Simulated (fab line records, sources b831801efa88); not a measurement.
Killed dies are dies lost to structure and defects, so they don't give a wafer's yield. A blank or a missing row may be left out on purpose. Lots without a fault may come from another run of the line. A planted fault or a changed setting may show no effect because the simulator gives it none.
A struck lot beside a sound one | flow sky130 | 20 steps out of a route of 708
Sound: wafers L962.1, L962.2, L962.4. Struck: wafer L972.2. (L972.6 of the same lot was not struck and is left out.) The cause comes at the end.
At each step with rows: each side's tool, then ch and its chambers, then its first start. Under that, the readings that differ: sound wafers | struck wafers | difference of the means | sigmas: that difference in standard deviations of wafers without a fault.
alike: readings whose means differ by less than 2 such deviations, and words and numbers that are the same on both sides. not compared: withheld readings, readings that some wafer has no value for, bounds like >300 that may hide the same value, and numbers for which the record gives no deviation and whose values overlap.
The two part at a step that has a row with sigmas, a row that says differs or no value, or rows on one side only. Numbers that don't overlap but have no deviation are shown without sigmas and don't part them. A reading that every wafer of one side lacks parts them only if that side has two wafers or more.

SKY_CAP2M_METAL_ETCH_13: etches TiN in Cl2/BCl3, stops on SiO2, target depth 220 nm, time 62.9 s.
  sound on rie_metal-04 ch 0, day 42 14:28; struck on rie_metal-04 ch 0, day 45 09:25
  alike: drypump_motor_current_A, oes_product_au, throttle_valve_pct
  not compared: rf_hours_counter_h
SKY_CAP2M_STRIP_14: strips in O2/N2.
  sound on plasma_asher-02 ch 0,1, day 42 14:37; struck on plasma_asher-04 ch 1, day 45 09:29
  alike: drypump_motor_current_A, oes_product_au, strip_time_to_endpoint_s
  not compared: rf_hours_counter_h
then, 10 steps without rows for these wafers: SKY_CAP2M_STRIP_15 (strips in post etch residue remover, time 1200 s); SKY_CAP2M_CLEAN_16 (cleans in IPA, time 180 s); SKY_CAP2M_CLEAN_17 (cleans in O3/DIW); SKY_METAL4_DEHYDRATE_05 (time 60 s); SKY_METAL4_HMDS_06 (prime time 60 s); SKY_METAL4_COAT_07 (resist thk 60 nm); SKY_METAL4_COAT_08 (resist thk 1140 nm); SKY_METAL4_SOFTBAKE_09 (time 90 s); SKY_METAL4_EXPOSE_10 (exposes mask MM4, target cd 300 nm); SKY_METAL4_PEB_11.
SKY_METAL4_DEVELOP_12: develop time 60 s.
  sound on litho_track-04 ch 0, day 43 14:00; struck on litho_track-04 ch 0, day 46 06:00
SKY_METAL4_CD_MEAS_13: target cd 300 nm.
  sound on cd_sem-02, day 43 14:25; struck on cd_sem-01, day 46 07:02
  alike: cd_nm
SKY_METAL4_OVL_MEAS_14:
  sound on overlay-02, day 43 14:32; struck on overlay-02, day 46 07:09
  alike: METAL4_OVL
SKY_METAL4_DESCUM_15: chemistry O2, time 8 s.
  sound on rie_metal-03 ch 0,1, day 43 14:35; struck on rie_metal-04 ch 1, day 46 07:11
  reading                 | sound         | struck | difference | sigmas
  model.METAL4.cd_nm (nm) | 302 303 301.7 | 298.9  | -3.3       |
  alike: drypump_motor_current_A, oes_product_au
  not compared: rf_hours_counter_h
SKY_METAL4_ETCH_16: etches BARC in N2/H2, stops on SiO2, time 88.2 s, target depth 60 nm.
  sound on rie_metal-03 ch 0,1, day 43 14:37; struck on rie_metal-04 ch 1, day 46 07:13
  alike: drypump_motor_current_A, h2_flow_sccm, oes_product_au, throttle_valve_pct
  not compared: rf_hours_counter_h
SKY_METAL4_ETCH_17: etches SiO2 in C4F8/O2/Ar, stops on TiN, time 3.9 s, target depth 15 nm.
  sound on rie_diel-04 ch 0,1,2, day 43 14:43; struck on rie_diel-01 ch 2, day 46 07:19
  reading                 | sound             | struck | difference | sigmas
  model.METAL4.cd_nm (nm) | 300.9 302.5 301.2 | 296.5  | -5.0       |
  alike: oes_product_au
  not compared: rf_hours_counter_h
SKY_METAL4_METAL_ETCH_18: etches the open film in Cl2/BCl3, stops on SiO2, target depth 845 nm, time 183.1 s.
  sound on rie_metal-01 ch 0,1, day 43 14:44; struck on rie_metal-01 ch 1, day 46 07:20
  reading                | sound                | struck | difference | sigmas
  throttle_valve_pct (%) | 22.270 22.271 22.254 | 22.299 | +0.034     | +4
  alike: drypump_motor_current_A, oes_product_au
  not compared: rf_hours_counter_h
then, 1 step without rows for these wafers: SKY_PAD_OPEN_PROBE_99.

WHERE THEY PART
Only at SKY_METAL4_METAL_ETCH_18, within this record.

WHY: what the simulator had put in
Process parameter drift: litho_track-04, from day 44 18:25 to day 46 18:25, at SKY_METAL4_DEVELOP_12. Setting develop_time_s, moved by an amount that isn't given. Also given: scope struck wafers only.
